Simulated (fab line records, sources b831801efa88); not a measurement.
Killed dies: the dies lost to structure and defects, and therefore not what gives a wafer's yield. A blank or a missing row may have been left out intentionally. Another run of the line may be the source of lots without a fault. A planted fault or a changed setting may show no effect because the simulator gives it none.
fab line records	flow sky130
record lots=13	wafers=39	last_day=50
route steps=708 shown PWDE@54 NWELL@63 VT_ADJUST_HVTP@88 PAD_OPEN@708
lots that met no fault: taken from a fault-free run of the same line
start_h: the number of hours between the record's first day and the start of the first shown wafer of the lot	wait_h: how many hours have passed since the lot's step before this one	" the same as in the row above	L1.1+2: a row that stands for several wafers	- no value, or no start given	* or withheld: withheld	< > ~ a bound
route shown NAME@n: names a module that has steps shown in the file, with the first one's number in the route	usual: mean/standard deviation taken from wafers without a fault	same: alike in all rows	chamber/n: place in a boat	sites: the reading at each site	_std_site: the values' standard deviation	_edge_site: mean of outer sites minus mean of inner sites	radius_mm: for every site, how far away it sits from the centre of the wafer	mask NAME#n: copy n	behind: the most recent tool/chamber to have shaped the wafer	hold: reason for holding the lot/hours on hold/outcome of the hold	device: whichever transistor did not switch (one of n, p or np)	end of line: the route-end tests of the same wafers	a step given without rows: its recipe and nothing more	killed: count of dies lost to structure and defects at first sort (not the wafer's yield)	map: a wafer's dies, marking killed ones x, the rest . and places with no die _
set.NAME: setting as actually run; set.NAME@STEP: the setting as run at that earlier step	model.NAME: the simulator's own value behind a step, which no gauge read
one table for each step of the route and one row for each wafer, over a sample of lots
services: when a tool's chamber went out of use (start_h, in hours from the record's first day, below 0 if earlier), for how many hours, and the reason
## steps
# step SKY_PWDE_STRIP_09
# recipe chemistry=O2/N2	power_w=1400	pressure_mtorr=1500	platen_temp_c=withheld	o2_flow_sccm=3000	n2_flow_sccm=300	overash_fraction=0.5
# usual drypump_motor_current_A=5.8/0.49	oes_product_au=0.723/0.0046	strip_time_to_endpoint_s=36.92/0.082
lot.wafer	tool	chamber	start_h	wait_h	drypump_motor_current_A	oes_product_au	rf_hours_counter_h	strip_time_to_endpoint_s
L810.2	plasma_asher-02	0	69.84	0.1	6.3	0.719	39	36.91
L810.4	"	1	"	"	6.4	0.714	-	36.90
L810.6	"	0	"	"	6.3	0.723	-	36.97
L813.1	plasma_asher-03	1	90.09	0.1	5.7	0.721	37	36.95
L813.2	"	0	"	"	5.3	0.717	37	36.99
L813.6	"	1	"	"	5.7	0.720	-	36.92
L817.2	plasma_asher-03	1	108.53	0.1	5.7	0.721	39	37.04
L817.3	"	0	"	"	5.3	0.726	-	37.00
L817.6	"	1	"	"	5.7	0.721	-	37.10
L818.3	plasma_asher-02	1	114.96	0.1	6.4	0.717	-	36.98
L818.5	"	0	"	"	6.2	0.729	-	36.95
L818.6	"	1	"	"	6.5	0.722	-	36.90
L820.1	plasma_asher-03	0	128.48	0.1	5.3	0.722	42	36.92
L820.3	"	0	"	"	5.3	0.718	-	36.83
L820.4	"	1	"	"	5.7	0.732	-	36.84
L822.3	plasma_asher-04	1	139.26	0.1	5.7	0.719	-	36.93
L822.5	"	1	"	"	5.7	0.718	-	37.05
L822.6	"	0	"	"	5.1	0.718	-	37.05
L825.1	plasma_asher-02	1	152.54	0.1	6.4	0.724	46	36.95
L825.3	"	0	"	"	6.3	0.722	-	36.86
L825.5	"	1	"	"	6.4	0.725	-	36.93
L828.2	plasma_asher-02	1	168.23	0.1	6.4	0.726	48	36.96
L828.3	"	1	"	"	6.4	0.724	-	36.96
L828.5	"	0	"	"	6.3	0.715	-	36.99
L829.4	plasma_asher-04	1	176.52	0.1	5.7	0.730	-	36.80
L829.5	"	1	"	"	5.7	0.721	-	36.88
L829.6	"	0	"	"	5.2	0.723	-	36.93
L830.1	plasma_asher-04	0	183.58	0.1	5.1	0.718	37	36.87
L830.5	"	1	"	"	5.7	0.724	-	36.85
L830.6	"	0	"	"	5.1	0.717	-	36.96
L831.2	plasma_asher-02	0	188.73	0.1	6.2	0.721	50	36.98
L831.4	"	0	"	"	6.3	0.720	-	36.89
L831.5	"	0	"	"	6.2	0.723	-	36.91
L832.1	plasma_asher-02	0	193.03	0.1	6.3	0.713	51	37.03
L832.2	"	1	"	"	6.4	0.723	51	36.99
L832.3	"	1	"	"	6.4	0.720	-	36.97
L833.1	plasma_asher-04	1	199.13	0.1	5.7	0.715	39	36.89
L833.4	"	0	"	"	5.1	0.724	-	36.83
L833.6	"	0	"	"	5.1	0.723	-	36.80
# step SKY_NWELL_OVL_MEAS_10
# usual NWELL_00_OVL=-0.7/1
lot.wafer	tool	chamber	start_h	wait_h	NWELL_00_OVL[nm]
L810.2	overlay-01	-	86.36	-	1.1
L810.4	"	-	"	"	-1.0
L810.6	"	-	"	"	-2.0
L813.1	overlay-02	-	107.99	-	-0.2
L813.2	"	-	"	"	0.6
L813.6	"	-	"	"	0.6
L817.2	overlay-01	-	128.25	-	0.0
L817.3	"	-	"	"	0.3
L817.6	"	-	"	"	1.5
L818.3	overlay-01	-	134.42	-	0.0
L818.5	"	-	"	"	-0.5
L818.6	"	-	"	"	-0.3
L820.1	overlay-01	-	147.59	-	-0.7
L820.3	"	-	"	"	-0.1
L820.4	"	-	"	"	0.3
L822.3	overlay-02	-	159.66	-	-2.8
L822.5	"	-	"	"	-2.1
L822.6	"	-	"	"	-1.2
L825.1	overlay-02	-	173.26	-	-0.1
L825.3	"	-	"	"	-0.4
L825.5	"	-	"	"	-0.1
L828.2	overlay-02	-	189.06	-	-1.4
L828.3	"	-	"	"	0.4
L828.5	"	-	"	"	-1.1
L829.4	overlay-01	-	197.58	-	0.6
L829.5	"	-	"	"	0.1
L829.6	"	-	"	"	0.3
L830.1	overlay-02	-	205.41	-	0.6
L830.5	"	-	"	"	0.1
L830.6	"	-	"	"	0.5
L831.2	overlay-02	-	210.66	-	-0.8
L831.4	"	-	"	"	-0.8
L831.5	"	-	"	"	-0.7
L832.1	overlay-02	-	214.84	-	0.5
L832.2	"	-	"	"	0.0
L832.3	"	-	"	"	-0.1
L833.1	overlay-02	-	221.26	-	-2.2
L833.4	"	-	"	"	-0.2
L833.6	"	-	"	"	-1.2
# step SKY_NWELL_RS_MEAS_29
# recipe thk_meas_gauge=four-point-probe
# usual NWELL_RS=625.7/1.5
lot.wafer	tool	chamber	start_h	wait_h	NWELL_RS[ohm/sq]
L810.2	film_metro-04	-	104.76	0.1	624.1
L810.4	"	-	"	"	625.9
L810.6	"	-	"	"	626.1
L813.1	film_metro-01	-	128.44	0.1	625.2
L813.2	"	-	"	"	625.3
L813.6	"	-	"	"	625.5
L817.2	film_metro-03	-	149.26	0.1	622.5
L817.3	"	-	"	"	623.7
L817.6	"	-	"	"	623.3
L818.3	film_metro-03	-	155.43	0.1	624.6
L818.5	"	-	"	"	623.2
L818.6	"	-	"	"	624.0
L820.1	film_metro-04	-	168.60	0.1	626.4
L820.3	"	-	"	"	626.6
L820.4	"	-	"	"	626.1
L822.3	film_metro-01	-	181.64	0.1	628.2
L822.5	"	-	"	"	628.7
L822.6	"	-	"	"	628.3
L825.1	film_metro-04	-	196.19	0.1	625.5
L825.3	"	-	"	"	625.5
L825.5	"	-	"	"	624.2
L828.2	film_metro-03	-	211.71	0.1	628.9
L828.3	"	-	"	"	628.7
L828.5	"	-	"	"	628.4
L829.4	film_metro-03	-	220.50	0.1	624.7
L829.5	"	-	"	"	624.3
L829.6	"	-	"	"	623.9
L830.1	film_metro-01	-	228.64	0.1	624.6
L830.5	"	-	"	"	625.6
L830.6	"	-	"	"	624.9
L831.2	film_metro-04	-	234.11	0.1	627.7
L831.4	"	-	"	"	626.7
L831.5	"	-	"	"	628.2
L832.1	film_metro-03	-	238.39	0.1	623.7
L832.2	"	-	"	"	624.5
L832.3	"	-	"	"	625.8
L833.1	film_metro-01	-	244.49	0.1	626.4
L833.4	"	-	"	"	627.9
L833.6	"	-	"	"	626.3
# step SKY_VT_ADJUST_HVTP_SOFTBAKE_03
# recipe temp_c=90	time_s=60	resist=NOVOLAK
# usual heater_power_total_W=56.60/0.044	resist_line_temp_C=23.02/0.11	run_length_s=89.1/0.36
lot.wafer	tool	chamber	start_h	wait_h	heater_power_total_W	resist_line_temp_C	run_length_s
L810.2	litho_track-03	0	114.47	0.1	56.65	22.94	88.7
L810.4	"	0	"	"	56.61	22.86	88.9
L810.6	"	0	"	"	56.56	23.10	88.8
L813.1	litho_track-03	0	138.40	0.1	56.64	23.28	88.6
L813.2	"	0	"	"	56.54	23.18	88.7
L813.6	"	0	"	"	56.68	23.19	88.8
L817.2	litho_track-03	0	160.02	0.1	56.62	22.83	88.8
L817.3	"	0	"	"	57.33	22.98	86.5
L817.6	"	0	"	"	56.55	22.85	89.1
L818.3	litho_track-03	0	165.95	0.1	57.32	22.98	86.6
L818.5	"	0	"	"	56.59	23.06	88.8
L818.6	"	0	"	"	56.62	22.99	88.6
L820.1	litho_track-04	0	179.44	0.1	56.65	22.90	89.8
L820.3	"	0	"	"	56.67	23.03	89.4
L820.4	"	0	"	"	56.60	23.11	89.4
L822.3	litho_track-04	0	191.44	0.1	56.59	23.15	89.5
L822.5	"	0	"	"	56.57	23.06	89.4
L822.6	"	0	"	"	56.62	23.01	89.4
L825.1	litho_track-04	0	207.49	0.1	56.61	23.11	89.7
L825.3	"	0	"	"	56.62	23.02	89.5
L825.5	"	0	"	"	56.57	23.03	89.6
L828.2	litho_track-02	0	223.18	0.1	56.56	23.06	88.9
L828.3	"	0	"	"	56.63	23.21	88.8
L828.5	"	0	"	"	56.53	23.16	88.8
L829.4	litho_track-02	0	232.18	0.1	56.65	23.07	89.0
L829.5	"	0	"	"	56.62	23.18	88.8
L829.6	"	0	"	"	56.54	22.93	88.8
L830.1	litho_track-03	0	239.20	0.1	56.53	23.06	88.7
L830.5	"	0	"	"	56.60	22.91	89.0
L830.6	"	0	"	"	56.58	23.02	88.7
L831.2	litho_track-03	0	244.82	0.1	56.60	23.15	88.7
L831.4	"	0	"	"	56.63	22.98	88.9
L831.5	"	0	"	"	56.51	23.13	88.7
L832.1	litho_track-04	0	250.74	0.1	56.56	22.92	89.4
L832.2	"	0	"	"	56.58	22.83	89.4
L832.3	"	0	"	"	56.54	22.87	89.4
L833.1	litho_track-03	0	256.40	0.1	56.56	23.00	88.8
L833.4	"	0	"	"	56.58	23.10	88.8
L833.6	"	0	"	"	56.54	22.93	88.8
# step SKY_PAD_OPEN_PROBE_99
# usual killed_at_M0_to_M3=45/6.9	killed_at_M4_up=3.1/1.7	killed_at_contacts=24/5.7	killed_at_front_end=15/4.6	killed_at_other=0.3/0.57	killed_dies=87/10	killed_on_rim=17/3.9	killed_open=48/7.4	killed_short=39/6.7
# same gross_dies=492	killed_at_back_side=0
lot.wafer	tool	chamber	start_h	wait_h	killed_at_M0_to_M3	killed_at_M4_up	killed_at_contacts	killed_at_front_end	killed_at_other	killed_dies	killed_on_rim	killed_open	killed_short
L810.2	prober-02	-	1084.46	0.1	46	4	25	14	0	89	21	44	45
L810.4	prober-02	-	1084.56	0.2	51	3	22	13	1	90	16	56	34
L810.6	prober-02	-	1084.66	0.2	48	4	24	13	0	89	16	56	33
L813.1	prober-01	-	1104.90	0.1	56	2	29	11	1	99	26	54	45
L813.2	prober-01	-	1104.95	0.1	36	4	38	6	0	84	15	53	31
L813.6	prober-01	-	1105.15	0.2	46	1	29	19	0	95	17	57	38
L817.2	prober-02	-	1120.76	0.1	36	4	13	23	1	77	18	35	42
L817.3	prober-02	-	1120.81	0.2	43	3	22	17	0	85	14	55	30
L817.6	prober-02	-	1120.96	0.2	43	2	16	20	1	82	11	43	39
L818.3	prober-01	-	1134.17	0.2	41	4	37	15	0	97	17	52	45
L818.5	prober-01	-	1134.27	0.2	33	6	18	18	1	76	16	33	43
L818.6	prober-01	-	1134.32	0.2	35	3	26	14	1	79	13	39	40
L820.1	prober-01	-	1144.92	0.1	48	7	21	6	2	84	20	45	39
L820.3	prober-01	-	1145.02	0.2	44	0	22	11	0	77	13	40	37
L820.4	prober-01	-	1145.07	0.2	33	0	25	13	0	71	12	43	28
L822.3	prober-02	-	1156.07	0.2	33	3	16	11	2	65	12	32	33
L822.5	prober-02	-	1156.17	0.2	51	4	19	17	0	91	21	39	52
L822.6	prober-02	-	1156.22	0.2	42	4	14	15	1	76	16	38	37
L825.1	prober-02	-	1164.06	0.1	43	2	36	14	0	95	10	57	38
L825.3	prober-02	-	1164.16	0.2	38	3	25	13	2	81	16	45	36
L825.5	prober-02	-	1164.26	0.2	48	2	24	18	0	92	20	56	36
L828.2	prober-01	-	1180.57	0.1	38	4	26	22	1	91	14	47	44
L828.3	prober-01	-	1180.62	0.2	44	5	22	20	0	91	17	47	44
L828.5	prober-01	-	1180.72	0.2	46	4	25	22	0	97	20	54	43
L829.4	prober-02	-	1187.22	0.2	41	1	27	2	0	71	13	41	30
L829.5	prober-02	-	1187.27	0.2	40	2	32	14	0	88	14	48	40
L829.6	prober-02	-	1187.32	0.2	42	3	30	16	1	92	18	53	39
L830.1	prober-01	-	1192.12	0.1	55	3	22	18	0	98	10	54	44
L830.5	prober-01	-	1192.32	0.2	47	2	23	10	0	82	14	47	35
L830.6	prober-01	-	1192.37	0.2	50	2	25	10	0	87	24	49	38
L831.2	prober-02	-	1196.07	0.1	45	5	27	18	2	97	18	54	43
L831.4	prober-02	-	1196.17	0.2	45	4	22	10	0	81	19	45	36
L831.5	prober-02	-	1196.22	0.2	38	1	17	18	0	74	16	39	35
L832.1	prober-01	-	1197.57	0.1	38	4	25	16	0	83	20	50	33
L832.2	prober-01	-	1197.62	0.1	35	6	28	16	0	85	20	53	32
L832.3	prober-01	-	1197.67	0.2	53	1	23	25	0	102	14	50	52
L833.1	prober-02	-	1201.76	0.1	36	5	20	17	0	78	18	39	39
L833.4	prober-02	-	1201.91	0.2	43	0	16	12	1	72	10	37	35
L833.6	prober-02	-	1202.01	0.2	36	1	24	12	2	75	15	38	37
# killed by level:class
L810.2 CONTACT:geometric_particle:short=11 CONTACT:geometric_particle:open=9 VIA1:geometric_particle:open=8 VIA2:geometric_particle:open=8 VIA3:geometric_particle:open=7 VIA1:geometric_particle:short=6 POLY_GATE:geometric_particle:short=5 METAL1:geometric_particle:short=5
L810.4 VIA1:geometric_particle:open=14 CONTACT:geometric_particle:open=10 VIA3:geometric_particle:open=8 VIA2:geometric_particle:open=7 FIELD_ISO:geometric_particle:open=6 LI_CONTACT:geometric_particle:open=6 METAL1:geometric_particle:short=6 FIELD_ISO:geometric_particle:short=4
L810.6 VIA1:geometric_particle:open=12 VIA3:geometric_particle:open=11 CONTACT:geometric_particle:open=10 FIELD_ISO:geometric_particle:open=7 VIA3:geometric_particle:short=6 METAL2:geometric_particle:short=5 LI_CONTACT:geometric_particle:open=5 CONTACT:geometric_particle:short=5
L813.1 CONTACT:geometric_particle:open=12 VIA2:geometric_particle:open=9 METAL1:geometric_particle:short=9 VIA1:geometric_particle:open=9 VIA3:geometric_particle:open=8 LI_CONTACT:geometric_particle:open=6 LOCAL_INTERCONNECT:geometric_particle:short=5 METAL2:geometric_particle:short=5
L813.2 CONTACT:geometric_particle:open=14 LI_CONTACT:geometric_particle:open=11 VIA1:geometric_particle:open=11 VIA3:geometric_particle:open=8 LOCAL_INTERCONNECT:geometric_particle:short=5 CONTACT:geometric_particle:short=5 VIA2:geometric_particle:open=4 METAL3:geometric_particle:short=4
L813.6 CONTACT:geometric_particle:open=10 VIA1:geometric_particle:open=9 VIA2:geometric_particle:open=9 FIELD_ISO:geometric_particle:open=8 METAL1:geometric_particle:short=8 VIA3:geometric_particle:open=8 FIELD_ISO:geometric_particle:short=7 LI_CONTACT:geometric_particle:open=6
L817.2 FIELD_ISO:geometric_particle:short=11 VIA2:geometric_particle:open=8 CONTACT:geometric_particle:open=6 VIA1:geometric_particle:open=6 METAL3:geometric_particle:short=5 METAL2:geometric_particle:short=3 POLY_GATE:geometric_particle:open=3 POLY_GATE:geometric_particle:short=3
L817.3 LI_CONTACT:geometric_particle:open=12 VIA3:geometric_particle:open=12 CONTACT:geometric_particle:open=6 METAL1:geometric_particle:short=6 VIA1:geometric_particle:open=6 FIELD_ISO:geometric_particle:short=5 POLY_GATE:geometric_particle:open=5 VIA1:geometric_particle:short=5
L817.6 VIA1:geometric_particle:open=10 POLY_GATE:geometric_particle:short=6 METAL1:geometric_particle:short=6 LOCAL_INTERCONNECT:geometric_particle:short=6 CONTACT:geometric_particle:open=6 VIA3:geometric_particle:open=6 FIELD_ISO:geometric_particle:open=5 POLY_GATE:geometric_particle:open=5
L818.3 CONTACT:geometric_particle:open=15 METAL2:geometric_particle:short=9 LI_CONTACT:geometric_particle:open=8 CONTACT:geometric_particle:short=6 VIA2:geometric_particle:open=6 FIELD_ISO:geometric_particle:open=5 METAL1:geometric_particle:short=5 VIA1:geometric_particle:open=5
L818.5 CONTACT:geometric_particle:open=7 METAL1:geometric_particle:short=7 VIA1:geometric_particle:open=5 METAL4:geometric_particle:short=5 FIELD_ISO:geometric_particle:short=4 FIELD_ISO:geometric_particle:open=4 VIA2:geometric_particle:open=4 METAL2:geometric_particle:short=4
L818.6 LI_CONTACT:geometric_particle:open=9 METAL1:geometric_particle:short=7 CONTACT:geometric_particle:open=6 VIA1:geometric_particle:open=6 FIELD_ISO:geometric_particle:open=5 LI_CONTACT:geometric_particle:short=4 CONTACT:geometric_particle:short=4 METAL3:geometric_particle:short=4
L820.1 METAL2:geometric_particle:short=10 VIA1:geometric_particle:open=7 VIA3:geometric_particle:open=7 LI_CONTACT:geometric_particle:open=6 CONTACT:geometric_particle:open=6 METAL4:geometric_particle:short=6 METAL3:geometric_particle:short=5 POLY_GATE:geometric_particle:open=4
L820.3 VIA1:geometric_particle:open=9 LI_CONTACT:geometric_particle:open=8 VIA2:geometric_particle:open=8 LOCAL_INTERCONNECT:geometric_particle:short=6 METAL1:geometric_particle:short=6 VIA3:geometric_particle:open=6 POLY_GATE:geometric_particle:short=5 CONTACT:geometric_particle:open=5
L820.4 CONTACT:geometric_particle:open=12 LI_CONTACT:geometric_particle:open=6 METAL1:geometric_particle:short=6 VIA1:geometric_particle:open=6 LI_CONTACT:geometric_particle:short=4 VIA2:geometric_particle:short=4 VIA3:geometric_particle:open=4 POLY_GATE:geometric_particle:short=3
L822.3 VIA1:geometric_particle:short=7 VIA3:geometric_particle:open=6 LI_CONTACT:geometric_particle:open=5 VIA1:geometric_particle:open=5 METAL2:geometric_particle:short=5 CONTACT:geometric_particle:open=4 LOCAL_INTERCONNECT:geometric_particle:short=4 FIELD_ISO:geometric_particle:open=3
L822.5 METAL2:geometric_particle:short=12 VIA1:geometric_particle:open=9 POLY_GATE:geometric_particle:short=6 LI_CONTACT:geometric_particle:open=6 METAL1:geometric_particle:short=6 VIA1:geometric_particle:short=6 VIA2:geometric_particle:open=6 CONTACT:geometric_particle:open=5
L822.6 VIA1:geometric_particle:open=13 CONTACT:geometric_particle:open=6 POLY_GATE:geometric_particle:short=5 VIA2:geometric_particle:open=5 LOCAL_INTERCONNECT:geometric_particle:short=4 METAL2:geometric_particle:short=4 METAL4:geometric_particle:short=4 METAL3:geometric_particle:short=4
L825.1 LI_CONTACT:geometric_particle:open=11 VIA1:geometric_particle:open=10 CONTACT:geometric_particle:open=10 VIA3:geometric_particle:open=7 VIA2:geometric_particle:open=7 FIELD_ISO:geometric_particle:short=5 METAL3:geometric_particle:short=5 LOCAL_INTERCONNECT:geometric_particle:open=5
L825.3 LI_CONTACT:geometric_particle:open=10 VIA1:geometric_particle:open=10 CONTACT:geometric_particle:open=6 VIA1:geometric_particle:short=6 VIA2:geometric_particle:open=5 FIELD_ISO:geometric_particle:open=4 LI_CONTACT:geometric_particle:short=4 LOCAL_INTERCONNECT:geometric_particle:short=4
L825.5 CONTACT:geometric_particle:open=12 VIA1:geometric_particle:open=12 VIA2:geometric_particle:open=8 LI_CONTACT:geometric_particle:open=6 METAL2:geometric_particle:short=6 FIELD_ISO:geometric_particle:short=5 VIA1:geometric_particle:short=5 FIELD_ISO:geometric_particle:open=4
L828.2 VIA3:geometric_particle:open=10 CONTACT:geometric_particle:open=8 VIA1:geometric_particle:open=7 CONTACT:geometric_particle:short=7 FIELD_ISO:geometric_particle:short=6 POLY_GATE:geometric_particle:open=5 FIELD_ISO:geometric_particle:open=4 POLY_GATE:geometric_particle:short=4
L828.3 VIA1:geometric_particle:open=11 CONTACT:geometric_particle:open=7 METAL1:geometric_particle:short=7 POLY_GATE:geometric_particle:short=6 POLY_GATE:geometric_particle:open=5 LOCAL_INTERCONNECT:geometric_particle:short=5 METAL2:geometric_particle:open=5 VIA3:geometric_particle:open=5
L828.5 VIA1:geometric_particle:open=15 CONTACT:geometric_particle:open=10 FIELD_ISO:geometric_particle:short=8 LI_CONTACT:geometric_particle:open=7 METAL2:geometric_particle:short=7 METAL1:geometric_particle:short=6 FIELD_ISO:geometric_particle:open=5 VIA3:geometric_particle:open=5
L829.4 LI_CONTACT:geometric_particle:open=12 CONTACT:geometric_particle:open=8 VIA2:geometric_particle:open=8 METAL2:geometric_particle:short=6 VIA1:geometric_particle:short=6 VIA1:geometric_particle:open=6 VIA3:geometric_particle:open=5 VIA3:geometric_particle:short=4
L829.5 CONTACT:geometric_particle:open=15 CONTACT:geometric_particle:short=9 VIA2:geometric_particle:open=9 VIA1:geometric_particle:open=7 LI_CONTACT:geometric_particle:open=6 METAL2:geometric_particle:short=6 POLY_GATE:geometric_particle:short=5 METAL1:geometric_particle:short=4
L829.6 VIA1:geometric_particle:open=10 CONTACT:geometric_particle:open=8 VIA2:geometric_particle:open=7 LI_CONTACT:geometric_particle:open=6 METAL2:geometric_particle:short=6 LI_CONTACT:geometric_particle:short=5 CONTACT:geometric_particle:short=5 VIA3:geometric_particle:open=5
L830.1 VIA1:geometric_particle:open=18 CONTACT:geometric_particle:open=9 VIA1:geometric_particle:short=6 VIA2:geometric_particle:open=6 POLY_GATE:geometric_particle:short=5 CONTACT:geometric_particle:short=5 VIA3:geometric_particle:open=5 FIELD_ISO:geometric_particle:open=4
L830.5 VIA1:geometric_particle:open=17 CONTACT:geometric_particle:open=11 CONTACT:geometric_particle:short=6 METAL1:geometric_particle:short=5 METAL2:geometric_particle:short=5 VIA2:geometric_particle:open=5 VIA3:geometric_particle:open=5 VIA3:geometric_particle:short=5
L830.6 VIA2:geometric_particle:open=10 VIA1:geometric_particle:open=9 CONTACT:geometric_particle:open=9 METAL2:geometric_particle:short=8 LI_CONTACT:geometric_particle:open=6 METAL1:geometric_particle:short=5 VIA1:geometric_particle:short=5 FIELD_ISO:geometric_particle:open=4
L831.2 CONTACT:geometric_particle:open=9 VIA1:geometric_particle:open=9 METAL1:geometric_particle:short=9 VIA3:geometric_particle:open=9 LI_CONTACT:geometric_particle:open=7 VIA2:geometric_particle:open=6 POLY_GATE:geometric_particle:open=5 FIELD_ISO:geometric_particle:short=5
L831.4 VIA1:geometric_particle:open=11 CONTACT:geometric_particle:open=8 CONTACT:geometric_particle:short=7 METAL2:geometric_particle:short=6 VIA2:geometric_particle:open=6 VIA3:geometric_particle:open=6 POLY_GATE:geometric_particle:open=4 VIA1:geometric_particle:short=4
L831.5 FIELD_ISO:geometric_particle:short=9 METAL2:geometric_particle:short=8 VIA3:geometric_particle:open=8 CONTACT:geometric_particle:open=7 METAL1:geometric_particle:short=6 VIA1:geometric_particle:open=6 FIELD_ISO:geometric_particle:open=5 LI_CONTACT:geometric_particle:open=3
L832.1 CONTACT:geometric_particle:open=12 VIA2:geometric_particle:open=8 VIA1:geometric_particle:open=7 VIA3:geometric_particle:open=7 METAL2:geometric_particle:short=6 LI_CONTACT:geometric_particle:open=5 FIELD_ISO:geometric_particle:short=4 FIELD_ISO:geometric_particle:open=3
L832.2 VIA1:geometric_particle:open=13 LI_CONTACT:geometric_particle:open=10 CONTACT:geometric_particle:open=7 VIA3:geometric_particle:open=7 FIELD_ISO:geometric_particle:short=5 LOCAL_INTERCONNECT:geometric_particle:short=4 CONTACT:geometric_particle:short=4 METAL2:geometric_particle:open=4
L832.3 METAL2:geometric_particle:short=10 CONTACT:geometric_particle:short=9 FIELD_ISO:geometric_particle:open=8 VIA1:geometric_particle:open=8 VIA2:geometric_particle:open=8 CONTACT:geometric_particle:open=7 POLY_GATE:geometric_particle:short=6 METAL1:geometric_particle:short=6
L833.1 VIA1:geometric_particle:open=8 METAL2:geometric_particle:short=8 LI_CONTACT:geometric_particle:open=7 CONTACT:geometric_particle:open=7 FIELD_ISO:geometric_particle:open=6 METAL1:geometric_particle:short=6 FIELD_ISO:geometric_particle:short=4 VIA1:geometric_particle:short=4
L833.4 METAL1:geometric_particle:short=7 VIA2:geometric_particle:open=7 LI_CONTACT:geometric_particle:open=6 VIA1:geometric_particle:short=6 CONTACT:geometric_particle:short=4 CONTACT:geometric_particle:open=4 METAL2:geometric_particle:short=4 VIA3:geometric_particle:short=4
L833.6 VIA1:geometric_particle:open=11 CONTACT:geometric_particle:open=8 LI_CONTACT:geometric_particle:open=7 FIELD_ISO:geometric_particle:short=4 LOCAL_INTERCONNECT:geometric_particle:short=4 METAL1:geometric_particle:short=4 VIA2:geometric_particle:open=4 METAL3:geometric_particle:short=4
## services
tool	chamber	start_h	hours	kind
plasma_asher-02	-	81.40	15.6	pm
plasma_asher-04	-	119.09	2.5	repair
plasma_asher-04	-	158.07	13.2	repair
plasma_asher-02	-	176.10	2.6	repair
plasma_asher-03	-	183.84	3.5	repair
plasma_asher-03	-	187.78	1.6	repair
plasma_asher-02	-	234.23	2.8	pm
## key
first_sign step=SKY_VT_ADJUST_HVTP_SOFTBAKE_03	reading=heater_power_total_W	direction=up	sigmas=17	usual=*	struck=*
effect step=SKY_VT_ADJUST_HVTP_SOFTBAKE_03	reading=run_length_s	direction=down	sigmas=7	usual=*	struck=*
met_at SKY_VT_ADJUST_HVTP_SOFTBAKE_03
struck_lots L817,L818
struck_wafers L817.3,L818.3
tester_left_out L817,L818
not_acting_at SKY_PWDE_STRIP_09,SKY_NWELL_OVL_MEAS_10,SKY_NWELL_RS_MEAS_29
onset_between 138.40 160.02
fault kind=process_parameter_drift	tool=litho_track-03	chamber=-	onset_h=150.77	steps=SKY_VT_ADJUST_HVTP_SOFTBAKE_03	channel=time_s	offset=*	shape=step	end_h=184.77	scope=struck_wafers_only	acts_in=*	stated=*
# tester_left_out: of these lots the tester's yield and bins aren't shown, on N5 and GAA mostly nor the transistor test; their killed dies are dies lost to structure and defects alone, not to doping, threshold or leakage, so they don't give the yield
